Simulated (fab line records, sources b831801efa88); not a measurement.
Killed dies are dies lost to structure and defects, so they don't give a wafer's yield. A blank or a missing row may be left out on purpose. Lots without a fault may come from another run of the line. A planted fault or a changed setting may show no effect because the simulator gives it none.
fab line records | flow sky130
record lots=5 wafers=15 last_day=49
route steps=708 shown VIA1@475 METAL2@483 VIA2@507
lots that met no fault: from a run of the same line without faults
start_h: hours from the record's first day to the start of the lot's first wafer shown | wait_h: hours since the lot's step before | " the same as in the row above | L1.1+2: a row that stands for several wafers | - no value, or no start given | * or withheld: withheld | < > ~ a bound
route shown NAME@n: a module of which the file shows steps, and the number in the route of the first | usual: mean/standard deviation of fault-free wafers | same: alike in all rows | chamber/n: place in a boat | sites: the reading at each site | _std_site: their standard deviation | _edge_site: outer sites' mean less inner sites' | radius_mm: how far each site lies from the wafer's centre | mask NAME#n: copy n | behind: the tool/chamber that last shaped the wafer | hold: why the lot was held/for how many hours/how that ended | device: the transistor (n, p or np) that didn't switch | end of line: the same wafers' tests at the end of the route | a step without rows: its recipe alone | killed: dies lost to structure and defects at the first sort, not the wafer's yield | map: a wafer's dies, x killed, . not, _ none there
set.NAME: the setting as run; set.NAME@STEP: as run at that earlier step | model.NAME: the simulator's own value behind a step, which no gauge read
lots at some steps of the route; a table a step, a row a wafer
services: from which hour (start_h, from the record's first day; less than 0 if before it) a tool's chamber was out of use, for how many hours, and why
## steps
# step SKY_VIA1_STRIP_17
# recipe chemistry=post_etch_residue_remover time_s=1200 temp_c=72.5
# columns lot.wafer tool chamber start_h wait_h
L075.2+3+6 wet_bench-01 2 803.64 0.1
L079.2+5+6 wet_bench-03 1 835.54 0.1
L081.1+2+4 wet_bench-04 2 854.24 0.1
L090.2+4+5 wet_bench-04 1 918.15 0.1
L094.1+3+6 wet_bench-03 2 941.49 0.1
# step SKY_VIA1_CLEAN_18
# recipe chemistry=IPA time_s=180 temp_c=25
# columns lot.wafer tool chamber start_h wait_h
L075.2+3+6 wet_bench-04 2 803.99 0.0
L079.2+5+6 wet_bench-01 1 835.92 0.0
L081.1+2+4 wet_bench-03 0 854.69 0.0
L090.2+4+5 wet_bench-03 2 918.83 0.0
L094.1+3+6 wet_bench-04 2 941.87 0.0
# step SKY_VIA1_CLEAN_19
# recipe chemistry=O3/DIW dry=n2_spin
# columns lot.wafer tool chamber start_h wait_h
L075.2+3+6 wet_bench-03 0 804.04 0.0
L079.2+5+6 wet_bench-04 0 835.98 0.0
L081.1+2+4 wet_bench-04 0 854.75 0.0
L090.2+4+5 wet_bench-01 0 918.89 0.0
L094.1+3+6 wet_bench-03 0 941.99 0.0
# step SKY_VIA1_SPUTTER_20
# recipe material=TiN target_thk_nm=20 chamber_pressure_pa=5 power_w=4000 time_s=80
# usual throttle_valve_pct=29.6/0.87
# columns lot.wafer tool chamber start_h wait_h throttle_valve_pct
L075.2 pvd_sputter-03 - 804.14 0.0 30.7
L075.3 " - " " 30.8
L075.6 " - " " 30.9
L079.2 pvd_sputter-04 - 836.08 0.0 28.7
L079.5 " - " " 29.3
L079.6 " - " " 29.8
L081.1 pvd_sputter-04 - 854.87 0.0 28.9
L081.2 " - " " 29.9
L081.4 " - " " 29.4
L090.2 pvd_sputter-04 - 918.98 0.0 29.8
L090.4 " - " " 28.6
L090.5 " - " " 30.3
L094.1 pvd_sputter-03 - 942.09 0.0 30.4
L094.3 " - " " 28.4
L094.6 " - " " 28.9
# step SKY_VIA1_CVD_21
# recipe material=W target_thk_nm=270 time_s=80.902 temp_c=400 pressure_torr=40
# usual heater_power_outer_w=499/58 heater_power_w=799/61
# columns lot.wafer tool chamber start_h wait_h heater_power_outer_w heater_power_w
L075.2 cvd_w-02 1 804.20 0.0 450 757
L075.3 " 0 " " 518 778
L075.6 " 1 " " 459 795
L079.2 cvd_w-02 0 836.14 0.0 498 795
L079.5 " 0 " " 504 775
L079.6 " 1 " " 451 753
L081.1 cvd_w-01 0 854.93 0.0 586 904
L081.2 " 1 " " 442 740
L081.4 " 1 " " 448 745
L090.2 cvd_w-01 1 919.05 0.0 425 721
L090.4 " 1 " " 429 746
L090.5 " 1 " " 431 737
L094.1 cvd_w-02 1 942.16 0.0 450 771
L094.3 " 0 " " 513 790
L094.6 " 0 " " 527 791
# step SKY_VIA1_RS_MEAS_22
# recipe thk_meas_gauge=four-point-probe reads=W_of_VIA1_CVD_21+TiN_of_VIA1_SPUTTER_20
# usual VIA1_W_RS=0.428/0.0062
# columns lot.wafer tool chamber start_h wait_h VIA1_W_RS[ohm/sq]
L075.2 film_metro-04 - 804.31 0.1 0.422
L075.3 " - " " 0.427
L075.6 " - " " 0.419
L079.2 film_metro-04 - 836.25 0.1 0.420
L079.5 " - " " 0.423
L079.6 " - " " 0.426
L081.1 film_metro-04 - 855.02 0.1 0.436
L081.2 " - " " 0.435
L081.4 " - " " 0.429
L090.2 film_metro-04 - 919.16 0.1 0.425
L090.4 " - " " 0.428
L090.5 " - " " 0.427
L094.1 film_metro-04 - 942.25 0.1 0.427
L094.3 " - " " 0.434
L094.6 " - " " 0.432
# step SKY_VIA1_THK_MEAS_23
# recipe thk_meas_gauge=xrf reads=W_of_VIA1_CVD_21
# usual VIA1_W_THK=263/4.5
# columns lot.wafer tool chamber start_h wait_h VIA1_W_THK[nm]
L075.2 film_metro-04 - 804.42 0.1 267
L075.3 " - " " 265
L075.6 " - " " 269
L079.2 film_metro-04 - 836.36 0.1 268
L079.5 " - " " 267
L079.6 " - " " 267
L081.1 film_metro-04 - 855.14 0.1 259
L081.2 " - " " 260
L081.4 " - " " 263
L090.2 film_metro-04 - 919.27 0.1 267
L090.4 " - " " 265
L090.5 " - " " 267
L094.1 film_metro-04 - 942.37 0.1 266
L094.3 " - " " 261
L094.6 " - " " 261
# step SKY_VIA1_CMP_24
# recipe stop_on=SiO2 t_overpolish_s=15 down_force_psi=3.5 platen_rpm=60 target_thk_nm=0 pad_velocity_m_s=0.94248
# usual motor_current_A=10.9/1.1 overpolish_run_s=15.000/0.0092 slurry_flow_ml_min=150.0/0.49 time_to_endpoint_s=63/4.1
# columns lot.wafer tool chamber start_h wait_h motor_current_A overpolish_run_s slurry_flow_ml_min time_to_endpoint_s
L075.3 cmp-01 1 804.57 0.1 11.3 14.996 150.4 59
L075.2 " 2 " " 11.2 14.985 149.1 62
L075.6 " 3 " " 11.5 15.003 149.5 65
L079.2 cmp-01 2 836.56 0.2 10.7 15.001 150.0 61
L079.6 " 3 " " 11.7 14.985 150.0 64
L079.5 " 0 " " 11.0 14.989 150.5 63
L081.4 cmp-01 1 855.20 0.0 11.1 15.002 151.1 56
L081.2 " 2 " " 10.7 14.990 149.9 57
L081.1 " 3 " " 11.1 15.009 150.3 58
L090.4 cmp-02 1 919.37 0.1 11.8 14.998 150.2 73
L090.2 " 2 " " 12.7 15.004 149.8 70
L090.5 " 1 " " 11.6 15.001 151.0 73
L094.3 cmp-02 2 942.43 0.0 12.6 15.019 150.1 63
L094.1 " 0 " " 10.8 15.010 149.5 64
L094.6 " 2 " " 11.3 15.017 150.1 65
# step SKY_METAL2_SPUTTER_00
# recipe material=Ti target_thk_nm=15 power_w=3000 time_s=10 chamber_pressure_pa=0.4
# usual throttle_valve_pct=29.9/0.82
# columns lot.wafer tool chamber start_h wait_h throttle_valve_pct
L075.2 pvd_sputter-01 - 804.77 0.1 30.4
L075.3 " - " " 29.4
L075.6 " - " " 29.1
L079.2 pvd_sputter-03 - 836.71 0.1 28.6
L079.5 " - " " 30.8
L079.6 " - " " 30.6
L081.1 pvd_sputter-01 - 855.50 0.1 29.3
L081.2 " - " " 29.3
L081.4 " - " " 30.2
L090.2 pvd_sputter-03 - 919.69 0.2 28.8
L090.4 " - " " 30.7
L090.5 " - " " 28.8
L094.1 pvd_sputter-01 - 942.73 0.1 30.6
L094.3 " - " " 30.0
L094.6 " - " " 30.6
# step SKY_METAL2_SPUTTER_01
# recipe material=TiN target_thk_nm=20 power_w=6500 time_s=16.7 chamber_pressure_pa=0.4
# usual throttle_valve_pct=29.9/0.82
# columns lot.wafer tool chamber start_h wait_h throttle_valve_pct
L075.2 pvd_sputter-01 - 804.79 0.0 30.5
L075.3 " - " " 29.3
L075.6 " - " " 29.6
L079.2 pvd_sputter-03 - 836.73 0.0 28.2
L079.5 " - " " 31.0
L079.6 " - " " 30.6
L081.1 pvd_sputter-01 - 855.52 0.0 29.4
L081.2 " - " " 29.0
L081.4 " - " " 29.8
L090.2 pvd_sputter-03 - 919.71 0.0 28.8
L090.4 " - " " 30.5
L090.5 " - " " 28.6
L094.1 pvd_sputter-01 - 942.75 0.0 30.5
L094.3 " - " " 30.1
L094.6 " - " " 30.4
# step SKY_METAL2_SPUTTER_02
# recipe material=AlCu target_thk_nm=250 power_w=10600 time_s=13.3 chamber_pressure_pa=0.4
# usual throttle_valve_pct=29.9/0.83
# columns lot.wafer tool chamber start_h wait_h throttle_valve_pct
L075.2 pvd_sputter-01 - 804.82 0.0 30.5
L075.3 " - " " 29.2
L075.6 " - " " 29.0
L079.2 pvd_sputter-03 - 836.76 0.0 28.2
L079.5 " - " " 30.7
L079.6 " - " " 30.4
L081.1 pvd_sputter-01 - 855.55 0.0 29.4
L081.2 " - " " 28.9
L081.4 " - " " 30.1
L090.2 pvd_sputter-03 - 919.74 0.0 28.9
L090.4 " - " " 30.9
L090.5 " - " " 28.6
L094.1 pvd_sputter-01 - 942.78 0.0 30.6
L094.3 " - " " 29.9
L094.6 " - " " 30.4
# step SKY_METAL2_SPUTTER_03
# recipe material=Ti target_thk_nm=5 power_w=3000 time_s=3.3 chamber_pressure_pa=0.4
# usual throttle_valve_pct=29.9/0.82
# columns lot.wafer tool chamber start_h wait_h throttle_valve_pct
L075.2 pvd_sputter-01 - 804.84 0.0 30.3
L075.3 " - " " 29.1
L075.6 " - " " 29.1
L079.2 pvd_sputter-03 - 836.78 0.0 28.3
L079.5 " - " " 30.7
L079.6 " - " " 30.5
L081.1 pvd_sputter-01 - 855.57 0.0 29.4
L081.2 " - " " 29.3
L081.4 " - " " 30.1
L090.2 pvd_sputter-03 - 919.76 0.0 28.7
L090.4 " - " " 30.7
L090.5 " - " " 28.6
L094.1 pvd_sputter-01 - 942.80 0.0 30.6
L094.3 " - " " 30.1
L094.6 " - " " 30.5
# step SKY_METAL2_SPUTTER_04
# recipe material=TiN target_thk_nm=70 power_w=6500 time_s=58.3 chamber_pressure_pa=0.4
# usual throttle_valve_pct=29.9/0.8
# columns lot.wafer tool chamber start_h wait_h throttle_valve_pct
L075.2 pvd_sputter-01 - 804.86 0.0 30.6
L075.3 " - " " 29.1
L075.6 " - " " 29.2
L079.2 pvd_sputter-03 - 836.80 0.0 28.8
L079.5 " - " " 30.6
L079.6 " - " " 30.8
L081.1 pvd_sputter-01 - 855.59 0.0 29.1
L081.2 " - " " 29.4
L081.4 " - " " 29.9
L090.2 pvd_sputter-03 - 919.78 0.0 28.7
L090.4 " - " " 30.6
L090.5 " - " " 28.5
L094.1 pvd_sputter-01 - 942.82 0.0 30.4
L094.3 " - " " 30.1
L094.6 " - " " 30.2
# step SKY_METAL2_RS_MEAS_05
# recipe thk_meas_gauge=four-point-probe reads=TiN_of_METAL2_SPUTTER_04+Ti_of_METAL2_SPUTTER_03+AlCu_of_METAL2_SPUTTER_02+TiN_of_METAL2_SPUTTER_01+Ti_of_METAL2_SPUTTER_00
# usual METAL2_ALCU_RS=0.1264/0.0022
# columns lot.wafer tool chamber start_h wait_h METAL2_ALCU_RS[ohm/sq]
L075.2 film_metro-02 - 804.93 0.0 0.1275
L075.3 " - " " 0.1283
L075.6 " - " " 0.1291
L079.2 film_metro-02 - 836.87 0.0 0.1293
L079.5 " - " " 0.1309
L079.6 " - " " 0.1277
L081.1 film_metro-04 - 855.64 0.0 0.1249
L081.2 " - " " 0.1255
L081.4 " - " " 0.1280
L090.2 film_metro-02 - 919.85 0.0 0.1274
L090.4 " - " " 0.1294
L090.5 " - " " 0.1272
L094.1 film_metro-02 - 942.87 0.0 0.1239
L094.3 " - " " 0.1295
L094.6 " - " " 0.1252
# step SKY_METAL2_THK_MEAS_06
# recipe thk_meas_gauge=xrf reads=AlCu_of_METAL2_SPUTTER_02
# usual METAL2_ALCU_THK=252/4.5
# columns lot.wafer tool chamber start_h wait_h METAL2_ALCU_THK[nm]
L075.2 film_metro-02 - 805.04 0.1 250
L075.3 " - " " 248
L075.6 " - " " 249
L079.2 film_metro-02 - 836.98 0.1 246
L079.5 " - " " 244
L079.6 " - " " 251
L081.1 film_metro-04 - 855.76 0.1 256
L081.2 " - " " 254
L081.4 " - " " 249
L090.2 film_metro-02 - 919.96 0.1 251
L090.4 " - " " 247
L090.5 " - " " 251
L094.1 film_metro-02 - 942.99 0.1 257
L094.3 " - " " 247
L094.6 " - " " 255
# step SKY_METAL2_DEHYDRATE_07
# recipe temp_c=200 time_s=60
# usual chill_plate_temp_C=22.99/0.1 resist_line_temp_C=23.01/0.11
# columns lot.wafer tool chamber start_h wait_h chill_plate_temp_C resist_line_temp_C
L075.2 litho_track-02 0 817.50 12.4 22.92 23.04
L075.3 " 0 " " 22.86 22.78
L075.6 " 0 " " 22.97 22.91
L079.2 litho_track-03 0 849.13 12.1 23.06 22.90
L079.5 " 0 " " 23.17 22.84
L079.6 " 0 " " 23.09 22.97
L081.1 litho_track-01 0 868.30 12.5 23.21 22.99
L081.2 " 0 " " 23.04 22.99
L081.4 " 0 " " 23.00 23.03
L090.2 litho_track-01 0 931.83 11.9 22.92 22.86
L090.4 " 0 " " 22.95 22.99
L090.5 " 0 " " 22.80 22.98
L094.1 litho_track-01 0 954.85 11.9 22.95 22.95
L094.3 " 0 " " 22.91 23.01
L094.6 " 0 " " 23.00 22.99
# step SKY_METAL2_HMDS_08
# recipe prime_time_s=60 prime_temp_c=120
# usual chill_plate_temp_C=23.00/0.11 resist_line_temp_C=23.02/0.11
# columns lot.wafer tool chamber start_h wait_h chill_plate_temp_C resist_line_temp_C
L075.2 litho_track-02 0 817.65 0.1 22.96 22.90
L075.3 " 0 " " 23.07 22.87
L075.6 " 0 " " 23.01 22.90
L079.2 litho_track-03 0 849.28 0.1 22.88 22.91
L079.5 " 0 " " 22.83 22.93
L079.6 " 0 " " 22.78 22.95
L081.1 litho_track-01 0 868.45 0.1 23.21 23.07
L081.2 " 0 " " 23.15 22.91
L081.4 " 0 " " 23.04 23.16
L090.2 litho_track-01 0 931.98 0.1 22.94 23.08
L090.4 " 0 " " 22.83 22.99
L090.5 " 0 " " 22.87 23.03
L094.1 litho_track-01 0 955.00 0.1 22.96 23.10
L094.3 " 0 " " 22.94 23.23
L094.6 " 0 " " 22.95 23.12
# step SKY_METAL2_COAT_09
# recipe resist=BARC temp_c=withheld time_s=withheld spin_rpm=3000 resist_thk_nm=60
# usual chill_plate_temp_C=* resist_line_temp_C=*
# columns lot.wafer tool chamber start_h wait_h chill_plate_temp_C resist_line_temp_C
L075.2 litho_track-02 0 817.80 0.1 * *
L075.3 " 0 " " * *
L075.6 " 0 " " * *
L079.2 litho_track-03 0 849.43 0.1 * *
L079.5 " 0 " " * *
L079.6 " 0 " " * *
L081.1 litho_track-01 0 868.60 0.1 * *
L081.2 " 0 " " * *
L081.4 " 0 " " * *
L090.2 litho_track-01 0 932.13 0.1 * *
L090.4 " 0 " " * *
L090.5 " 0 " " * *
L094.1 litho_track-01 0 955.15 0.1 * *
L094.3 " 0 " " * *
L094.6 " 0 " " * *
# step SKY_METAL2_COAT_10
# recipe resist=KrF-thick spin_rpm=3000 resist_thk_nm=450
# usual chill_plate_temp_C=23.02/0.11 resist_line_temp_C=23.00/0.1
# columns lot.wafer tool chamber start_h wait_h chill_plate_temp_C resist_line_temp_C
L075.2 litho_track-02 0 - - 23.19 23.15
L075.3 " 0 " " 23.19 22.92
L075.6 " 0 " " 23.04 22.88
L079.2 litho_track-03 0 - - 23.03 23.08
L079.5 " 0 " " 23.02 23.04
L079.6 " 0 " " 22.90 22.95
L081.1 litho_track-01 0 - - 23.03 22.95
L081.2 " 0 " " 23.14 23.07
L081.4 " 0 " " 23.05 23.00
L090.2 litho_track-01 0 - - 23.15 23.09
L090.4 " 0 " " 23.05 23.12
L090.5 " 0 " " 22.98 23.12
L094.1 litho_track-01 0 - - 22.90 23.08
L094.3 " 0 " " 22.94 23.04
L094.6 " 0 " " 22.88 23.12
# step SKY_METAL2_SOFTBAKE_11
# recipe temp_c=100 time_s=90 resist=KrF-thick
# usual chill_plate_temp_C=22.99/0.098 resist_line_temp_C=23.01/0.095
# columns lot.wafer tool chamber start_h wait_h chill_plate_temp_C resist_line_temp_C
L075.2 litho_track-02 0 - - 23.02 22.81
L075.3 " 0 " " 22.94 22.85
L075.6 " 0 " " 22.87 22.93
L079.2 litho_track-03 0 - - 23.07 22.99
L079.5 " 0 " " 22.99 22.90
L079.6 " 0 " " 22.94 23.01
L081.1 litho_track-01 0 - - 22.92 23.07
L081.2 " 0 " " 23.09 23.11
L081.4 " 0 " " 23.00 23.09
L090.2 litho_track-01 0 - - 23.03 22.99
L090.4 " 0 " " 23.09 23.01
L090.5 " 0 " " 23.16 22.93
L094.1 litho_track-01 0 - - 23.12 23.18
L094.3 " 0 " " 22.97 23.18
L094.6 " 0 " " 22.99 23.01
# step SKY_METAL2_EXPOSE_12
# recipe mask_id=MM2 na=0.8 source_shape=annular sigma_inner=0.55 sigma_outer=0.85 target_cd_nm=140 dose_mj=28
# usual stage_vel_mm_s=499.99/0.23
# same sigma_inner=0.55
# columns lot.wafer tool chamber start_h wait_h mask stage_vel_mm_s
L075.2 krf_scanner-01 0 - - MM2#0 500.23
L075.3 " 0 " " MM2#0 500.47
L075.6 " 0 " " MM2#0 499.90
L079.2 krf_scanner-01 0 - - MM2#0 499.96
L079.5 " 0 " " MM2#0 500.03
L079.6 " 0 " " MM2#0 499.94
L081.1 krf_scanner-01 0 - - MM2#0 499.94
L081.2 " 0 " " MM2#0 499.81
L081.4 " 0 " " MM2#0 499.58
L090.2 krf_scanner-01 0 - - MM2#0 499.87
L090.4 " 0 " " MM2#0 500.34
L090.5 " 0 " " MM2#0 499.86
L094.1 krf_scanner-02 0 - - MM2#0 499.89
L094.3 " 0 " " MM2#0 499.98
L094.6 " 0 " " MM2#0 499.71
# step SKY_METAL2_PEB_13
# recipe peb_temp_c=withheld peb_time_s=withheld resist=KrF-thick
# usual chill_plate_temp_C=* resist_line_temp_C=*
# columns lot.wafer tool chamber start_h wait_h chill_plate_temp_C resist_line_temp_C
L075.2 litho_track-01 0 - - * *
L075.3 " 0 " " * *
L075.6 " 0 " " * *
L079.2 litho_track-03 0 - - * *
L079.5 " 0 " " * *
L079.6 " 0 " " * *
L081.1 litho_track-03 0 - - * *
L081.2 " 0 " " * *
L081.4 " 0 " " * *
L090.2 litho_track-01 0 - - * *
L090.4 " 0 " " * *
L090.5 " 0 " " * *
L094.1 litho_track-02 0 - - * *
L094.3 " 0 " " * *
L094.6 " 0 " " * *
# step SKY_METAL2_DEVELOP_14
# recipe develop_time_s=60 resist=KrF-thick dev_temp_c=21
# usual chill_plate_temp_C=22.98/0.1 resist_line_temp_C=23.02/0.11
# columns lot.wafer tool chamber start_h wait_h chill_plate_temp_C resist_line_temp_C
L075.2 litho_track-01 0 - - 23.00 23.02
L075.3 " 0 " " 22.92 22.93
L075.6 " 0 " " 22.96 22.89
L079.2 litho_track-03 0 - - 22.94 23.22
L079.5 " 0 " " 22.98 23.10
L079.6 " 0 " " 23.04 23.04
L081.1 litho_track-03 0 - - 23.08 23.01
L081.2 " 0 " " 22.93 23.05
L081.4 " 0 " " 23.03 22.89
L090.2 litho_track-01 0 - - 22.84 23.17
L090.4 " 0 " " 23.00 23.23
L090.5 " 0 " " 22.93 23.04
L094.1 litho_track-02 0 - - 22.84 22.92
L094.3 " 0 " " 22.94 22.85
L094.6 " 0 " " 22.96 22.98
# step SKY_METAL2_CD_MEAS_15
# recipe target_cd_nm=140
# usual cd_nm=139.2/1.3
# columns lot.wafer tool chamber start_h wait_h cd_nm
L075.2 cd_sem-01 - 830.72 - 137.9
L075.3 " - " " 138.8
L075.6 " - " " 136.7
L079.2 cd_sem-02 - 862.43 - 140.8
L079.5 " - " " 140.2
L079.6 " - " " 140.1
L081.1 cd_sem-01 - 881.76 - 138.8
L081.2 " - " " 139.6
L081.4 " - " " 139.8
L090.2 cd_sem-02 - 944.97 - 139.7
L090.4 " - " " 138.5
L090.5 " - " " 138.7
L094.1 cd_sem-02 - 967.42 - 139.2
L094.3 " - " " 139.9
L094.6 " - " " 140.4
# step SKY_METAL2_OVL_MEAS_16
# usual METAL2_OVL=1/6.6
# columns lot.wafer tool chamber start_h wait_h METAL2_OVL[nm]
L075.2 overlay-02 - 830.83 0.1 9
L075.3 " - " " 3
L075.6 " - " " 11
L079.2 overlay-01 - 862.53 0.1 -6
L079.5 " - " " -1
L079.6 " - " " 5
L081.1 overlay-01 - 881.88 0.1 -6
L081.2 " - " " 1
L081.4 " - " " -4
L090.2 overlay-01 - 945.08 0.1 -1
L090.4 " - " " -5
L090.5 " - " " 0
L094.1 overlay-01 - 967.54 0.1 -7
L094.3 " - " " -1
L094.6 " - " " -5
# step SKY_METAL2_DESCUM_17
# recipe chemistry=O2 source_power_w=150 bias_power_w=0 pressure_mtorr=10 temp_c=40 time_s=8
# usual drypump_motor_current_A=5.8/0.31 oes_product_au=1.008/0.014
# columns lot.wafer tool chamber start_h wait_h drypump_motor_current_A oes_product_au rf_hours_counter_h
L075.2 rie_metal-04 1 830.86 0.0 5.8 1.010 13
L075.3 " 1 " " 5.8 1.017 -
L075.6 " 0 " " 6.3 1.002 -
L079.2 rie_metal-03 0 862.57 0.0 5.4 1.015 -
L079.5 " 0 " " 5.4 1.010 -
L079.6 " 0 " " 5.3 1.009 -
L081.1 rie_metal-01 1 881.91 0.0 5.4 1.011 5
L081.2 " 0 " " 5.9 0.985 2
L081.4 " 1 " " 5.5 1.015 -
L090.2 rie_metal-01 0 945.11 0.0 5.9 1.004 5
L090.4 " 0 " " 5.9 0.995 -
L090.5 " 1 " " 5.4 1.005 -
L094.1 rie_metal-01 1 967.58 0.0 5.4 1.025 9
L094.3 " 0 " " 5.9 1.003 -
L094.6 " 0 " " 5.9 0.999 -
# step SKY_METAL2_ETCH_18
# recipe chemistry=N2/H2 target=BARC ion_energy_ev=200 bias_w=100 pressure_mtorr=30 n2_flow_sccm=100 h2_flow_sccm=200 icp_w=500 stop_on=SiO2 time_s=45.9 target_depth_a=600
# usual drypump_motor_current_A=5.8/0.31 oes_product_au=0.854/0.0049 throttle_valve_pct=13.223/0.0096
# columns lot.wafer tool chamber start_h wait_h drypump_motor_current_A oes_product_au rf_hours_counter_h throttle_valve_pct
L075.2 rie_metal-04 1 830.89 0.0 5.8 0.852 13 13.217
L075.3 " 1 " " 5.8 0.858 - 13.226
L075.6 " 0 " " 6.3 0.843 - 13.249
L079.2 rie_metal-03 0 862.65 0.1 5.4 0.851 - 13.218
L079.5 " 0 " " 5.4 0.854 - 13.232
L079.6 " 0 " " 5.4 0.850 - 13.217
L081.1 rie_metal-01 1 881.94 0.0 5.4 0.850 5 13.234
L081.2 " 0 " " 5.9 0.855 2 13.240
L081.4 " 1 " " 5.4 0.854 - 13.221
L090.2 rie_metal-01 0 945.14 0.0 5.9 0.853 5 13.242
L090.4 " 0 " " 5.9 0.853 - 13.216
L090.5 " 1 " " 5.4 0.860 - 13.235
L094.1 rie_metal-01 1 967.61 0.0 5.4 0.852 9 13.222
L094.3 " 0 " " 5.9 0.851 - 13.238
L094.6 " 0 " " 5.9 0.862 - 13.224
# step SKY_METAL2_METAL_ETCH_19
# recipe target_depth_a=3600 stop_on=SiO2 over_etch_frac=0.3 time_s=78 chemistry=Cl2/BCl3 resist_sidewall_deg=88 pressure_mtorr=10 icp_w=900 bias_w=48.5 Cl2_flow_sccm=60 bcl3_flow_sccm=30
# usual drypump_motor_current_A=5.8/0.31 oes_product_au=0.854/0.0068 throttle_valve_pct=22.264/0.0082
# columns lot.wafer tool chamber start_h wait_h drypump_motor_current_A oes_product_au rf_hours_counter_h throttle_valve_pct
L075.2 rie_metal-04 1 830.95 0.0 5.8 0.850 13 22.253
L075.3 " 1 " " 5.8 0.850 - 22.273
L075.6 " 0 " " 6.3 0.843 - 22.256
L079.2 rie_metal-03 0 862.78 0.1 5.3 0.845 - 22.267
L079.5 " 0 " " 5.3 0.855 - 22.256
L079.6 " 0 " " 5.3 0.854 - 22.265
L081.1 rie_metal-01 1 882.01 0.0 5.4 0.858 5 22.269
L081.2 " 0 " " 5.9 0.859 2 22.254
L081.4 " 1 " " 5.4 0.849 - 22.261
L090.2 rie_metal-01 0 945.20 0.0 5.9 0.850 5 22.251
L090.4 " 0 " " 5.9 0.852 - 22.270
L090.5 " 1 " " 5.4 0.854 - 22.262
L094.1 rie_metal-01 1 967.67 0.0 5.4 0.871 9 22.269
L094.3 " 0 " " 5.9 0.849 - 22.254
L094.6 " 0 " " 5.9 0.860 - 22.269
# step SKY_METAL2_STRIP_20
# recipe chemistry=O2/N2 power_w=1400 pressure_mtorr=1500 platen_temp_c=withheld o2_flow_sccm=3000 n2_flow_sccm=300 overash_fraction=0.5
# usual drypump_motor_current_A=5.7/0.32 oes_product_au=0.341/0.0053 strip_time_to_endpoint_s=2.65/0.066
# columns lot.wafer tool chamber start_h wait_h drypump_motor_current_A oes_product_au rf_hours_counter_h strip_time_to_endpoint_s
L075.2 plasma_asher-01 0 831.04 0.1 5.9 0.346 72 2.61
L075.3 " 1 " " 5.8 0.336 - 2.58
L075.6 " 1 " " 5.8 0.342 - 2.66
L079.2 plasma_asher-04 0 862.93 0.1 5.7 0.345 45 2.67
L079.5 " 0 " " 5.8 0.337 - 2.67
L079.6 " 1 " " 5.0 0.338 - 2.70
L081.1 plasma_asher-04 0 882.10 0.1 5.8 0.341 47 2.58
L081.2 " 1 " " 5.0 0.344 47 2.70
L081.4 " 0 " " 5.8 0.338 - 2.57
L090.2 plasma_asher-01 0 945.29 0.1 5.9 0.340 83 2.65
L090.4 " 1 " " 5.8 0.333 - 2.66
L090.5 " 1 " " 5.8 0.336 - 2.59
L094.1 plasma_asher-04 0 967.76 0.1 5.7 0.330 54 2.59
L094.3 " 0 " " 5.7 0.331 - 2.66
L094.6 " 0 " " 5.7 0.340 - 2.67
# step SKY_METAL2_STRIP_21
# recipe chemistry=post_etch_residue_remover time_s=1200 temp_c=72.5
# columns lot.wafer tool chamber start_h wait_h
L075.2+3+6 wet_bench-02 1 831.14 0.1
L079.2+5+6 wet_bench-04 1 863.03 0.1
L081.1+2+4 wet_bench-04 0 882.20 0.1
L090.2+4+5 wet_bench-04 0 945.39 0.1
L094.1+3+6 wet_bench-02 0 967.86 0.1
# step SKY_METAL2_CLEAN_22
# recipe chemistry=IPA time_s=180 temp_c=25
# columns lot.wafer tool chamber start_h wait_h
L075.2+3+6 wet_bench-01 0 831.48 0.0
L079.2+5+6 wet_bench-01 2 863.37 0.0
L081.1+2+4 wet_bench-01 0 882.60 0.0
L090.2+4+5 wet_bench-01 1 945.73 0.0
L094.1+3+6 wet_bench-01 2 968.24 0.0
# step SKY_METAL2_CLEAN_23
# recipe chemistry=O3/DIW dry=n2_spin
# columns lot.wafer tool chamber start_h wait_h
L075.2+3+6 wet_bench-04 1 831.54 0.0
L079.2+5+6 wet_bench-04 3 863.43 0.0
L081.1+2+4 wet_bench-04 0 882.66 0.0
L090.2+4+5 wet_bench-04 0 945.86 0.0
L094.1+3+6 wet_bench-02 3 968.29 0.0
# step SKY_VIA2_HDPCVD_00
# recipe material=SiO2 target_thk_nm=1180 sigma_open_frac=0.3 time_s=196.7 temp_c=400 sih4_flow_sccm=60 pressure_mtorr=6
# columns lot.wafer tool chamber start_h wait_h
L075.2+3+6 hdpcvd-02 1,2,0 831.64 0.0
L079.2+5+6 hdpcvd-02 2,1,2 863.52 0.0
L081.1+2+4 hdpcvd-02 2,0,2 882.77 0.0
L090.2+4+5 hdpcvd-01 1,2,0 945.95 0.0
L094.1+3+6 hdpcvd-01 0,2,1 968.39 0.0
# step SKY_VIA2_THK_MEAS_01
# recipe reads=SiO2_of_VIA2_HDPCVD_00
# usual VIA2_HDPCVD_THK=1173/16
# columns lot.wafer tool chamber start_h wait_h VIA2_HDPCVD_THK[nm]
L075.2 film_metro-01 - 831.78 0.1 1164
L075.3 " - " " 1179
L075.6 " - " " 1205
L079.2 film_metro-02 - 863.72 0.1 1181
L079.5 " - " " 1164
L079.6 " - " " 1191
L081.1 film_metro-02 - 882.90 0.1 1162
L081.2 " - " " 1187
L081.4 " - " " 1168
L090.2 film_metro-03 - 946.09 0.1 1185
L090.4 " - " " 1169
L090.5 " - " " 1162
L094.1 film_metro-03 - 968.52 0.1 1149
L094.3 " - " " 1159
L094.6 " - " " 1181
## services
# columns tool chamber start_h hours kind
rie_metal-01 - 784.03 1.4 pm
krf_scanner-01 - 797.91 0.6 repair
pvd_sputter-04 - 809.29 0.8 repair
pvd_sputter-03 - 819.83 2.2 repair
cmp-01 - 832.16 0.3 repair
cmp-01 - 847.93 1.6 repair
plasma_asher-04 - 851.89 6.8 repair
hdpcvd-02 0 863.11 4.8 repair
wet_bench-01 - 864.14 4.4 pm
cmp-01 - 866.99 4.4 repair
rie_metal-01 0 885.55 1.0 repair
krf_scanner-01 - 896.31 11.1 repair
cmp-01 - 912.00 4.0 pm
pvd_sputter-01 - 918.66 5.4 repair
krf_scanner-01 - 920.73 1.3 pm
pvd_sputter-01 - 922.28 7.5 repair
krf_scanner-01 - 922.67 1.0 pm
cmp-01 - 936.42 0.9 repair
krf_scanner-01 - 938.97 0.8 pm
plasma_asher-04 - 940.73 9.9 repair
krf_scanner-01 - 949.81 2.5 repair
pvd_sputter-03 - 951.15 5.0 repair
krf_scanner-01 - 957.83 0.8 pm
pvd_sputter-03 - 959.51 15.5 repair
## key
fault none
